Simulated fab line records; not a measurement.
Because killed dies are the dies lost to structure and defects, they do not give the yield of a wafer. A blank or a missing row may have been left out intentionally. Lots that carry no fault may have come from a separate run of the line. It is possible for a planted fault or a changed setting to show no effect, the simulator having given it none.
Split-lot study    flow sfq line    on a route of 325 steps: 5 lots, 23 wafers read

THE SPLIT
At SFQ_TRILAYER_JJ_CE_LITHO_PEB_117 (peb time 60 s), the setting peb time s was moved away from the recipe's 60 s on 7 of the 23 wafers read, by -8.3% to +8.2%. All remaining wafers had this setting at the recipe value.

BETWEEN THE SPLIT AND THE READING: the file shows 1 step in between
- SFQ_TRILAYER_JJ_CE_LITHO_DEVELOP_116: time 60 s

THE READING
cd nm, in nm, at SFQ_TRILAYER_JJ_CE_METRO_MEASURE_117. On this fab line, fault-free wafers typically give 700.0 nm with a standard deviation of 0.83 nm.

wafer   tool, chamber at the split  peb time s as run, s  against the recipe  cd nm, nm  against lot-mates on the recipe
L074.1  litho track-03, 0           60                    recipe              699.4      -
L074.4  litho track-03, 0           60                    recipe              700.7      -
L074.5  litho track-03, 0           60                    recipe              701.0      -
L076.1  litho track-02, 0           60                    recipe              699.7      -
L076.2  litho track-02, 0           60                    recipe              700.4      -
L076.3  litho track-02, 0           60                    recipe              701.0      -
L076.4  litho track-02, 0           55.03                 -8.3%               713.7      +13.3
L076.5  litho track-02, 0           55.03                 -8.3%               713.7      +13.3
L079.1  litho track-02, 0           62.53                 +4.2%               694.0      -5.1
L079.2  litho track-02, 0           60                    recipe              700.0      -
L079.3  litho track-02, 0           62.53                 +4.2%               693.4      -5.8
L079.4  litho track-02, 0           62.53                 +4.2%               693.6      -5.5
L079.6  litho track-02, 0           60                    recipe              698.3      -
L080.1  litho track-04, 0           60                    recipe              699.4      -
L080.2  litho track-04, 0           60                    recipe              699.3      -
L080.4  litho track-04, 0           60                    recipe              699.2      -
L080.5  litho track-04, 0           60                    recipe              699.3      -
L080.6  litho track-04, 0           60                    recipe              699.9      -
L084.1  litho track-04, 0           64.94                 +8.2%               688.6      -11.0
L084.2  litho track-04, 0           60                    recipe              699.5      -
L084.3  litho track-04, 0           60                    recipe              700.0      -
L084.4  litho track-04, 0           64.94                 +8.2%               687.9      -11.7
L084.5  litho track-04, 0           60                    recipe              699.2      -

THE FIT
A straight line over all 23 wafers: cd nm changes by -1.54 nm for each +1% of peb time s; r = -0.99; the points scatter about the line by 0.78 nm.
The same after taking each lot's own level away (the mean of its wafers on the recipe; 23 wafers): -1.47 nm for each +1%; r = -0.99; scatter 0.64 nm.
The reading moves by 12 nm for the largest change in peb time s, on that fit.
Across the lots, their own levels run from 699.15 to 700.37 nm, a range of 1.5 times the standard deviation given above.
Hence the lot-to-lot level has little effect on the slope; both slopes agree.
Check: for one of the wafers moved furthest among these (-8.3%), held out of the fit, the line's prediction against its lot-mates is +12.1 nm. Against them it came out at +13.3 nm.

THESE WAFERS: OTHER SPLITS
Note: prior to the reading, these wafers also went through further splits. Each is held against what the fit with the lots' levels taken away leaves over:
other split on the same wafers                   wafers away from the commonest value  r with cd nm (lot level and that fit taken away)
SFQ_TRILAYER_M2_BARC_OPEN_METAL_ETCH_077 time s  7                                     -0.05
SFQ_TRILAYER_I2_CMP_CMP_064 leave above ref nm   10                                    +0.23
SFQ_TRILAYER_I2_VIA_ETCH_VIA_ETCH_070 bias w     9                                     -0.05
SFQ_TRILAYER_M4_LITHO_EXPOSE_094 dose mj         10                                    -0.07
SFQ_TRILAYER_I4_VIA_LITHO_COAT_103 spin rpm      8                                     -0.10
SFQ_TRILAYER_I4_VIA_LITHO_PEB_106 peb temp c     11                                    +0.18
SFQ_TRILAYER_JJ_CE_LITHO_COAT_119 spin rpm       5                                     +0.30

THE WHOLE CHAIN: every reading that the file lists as answering this split, in the file's order
step                                  what it does                                               reading                                                    change (the file's fit)               r (the file's)
SFQ_TRILAYER_JJ_CE_METRO_MEASURE_117                                                             cd nm                                                      -1.47 nm for each +1% of the setting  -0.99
SFQ_TRILAYER_JJ_CE_BARC_OPEN_RIE_150  chemistry O2, target BARC, target depth 240 nm, time 80 s  JJ.cd nm (the simulator's own value, which no gauge read)  -1.52 nm for each +1% of the setting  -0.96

THE FILE'S OWN FIT
cd nm changes by -1.47 nm for each +1% of peb time s, r = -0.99.
